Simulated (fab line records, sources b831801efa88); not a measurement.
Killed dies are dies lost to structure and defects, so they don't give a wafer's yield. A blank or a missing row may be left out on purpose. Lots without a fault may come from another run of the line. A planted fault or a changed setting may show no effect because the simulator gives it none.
Chamber matching | flow sky130 | SKY_CONTACT_ETCH_16 on rie_diel-01: 3 sister chambers
The step etches BARC in N2/H2, stops on SiO2, time 45.9 s, target depth 60 nm. 6 wafers are shown with their chamber, then 4 later ones without.

WAFERS WITH THEIR CHAMBER
wafer  | chamber | drypump_motor_current_A (A) | throttle_valve_pct (%)
L308.3 | 3       | 6.1                         | 13.223
L310.1 | 0       | 5.2                         | 13.226
L310.4 | 2       | 5.3                         | 13.221
L310.6 | 2       | 5.3                         | 13.227
L312.3 | 3       | 6.1                         | 13.224
L312.5 | 0       | 5.1                         | 13.241

WAFERS WITHOUT THEIR CHAMBER
wafer  | drypump_motor_current_A (A) | throttle_valve_pct (%)
L315.2 | 5.3                         | 13.214
L315.6 | 5.1                         | 13.230
L316.4 | 6.0                         | 13.221
L316.6 | 6.0                         | 13.220

WHICH CHAMBER EACH WENT THROUGH
wafer  | from the rows above | in truth
L315.2 | 2                   | 2
L315.6 | 0                   | 0
L316.4 | 3                   | 3
L316.6 | 3                   | 3
Placed correctly: 4 of 4. Can't be placed from these rows: 0. Placed wrongly: 0.
How it was worked out, from the rows above alone: a wafer's distance from a chamber is the root of the sum, over the readings, of the square of ((its reading less the chamber's mean) divided by the reading's scatter). The wafer belongs to the nearest chamber; if the next one is less than 2 further off, it can't be placed. A chamber's mean is the mean of its shown wafers. The scatter: the root of (the sum of the squares of (reading less its chamber's mean) over the shown wafers, divided by (wafers less chambers)).
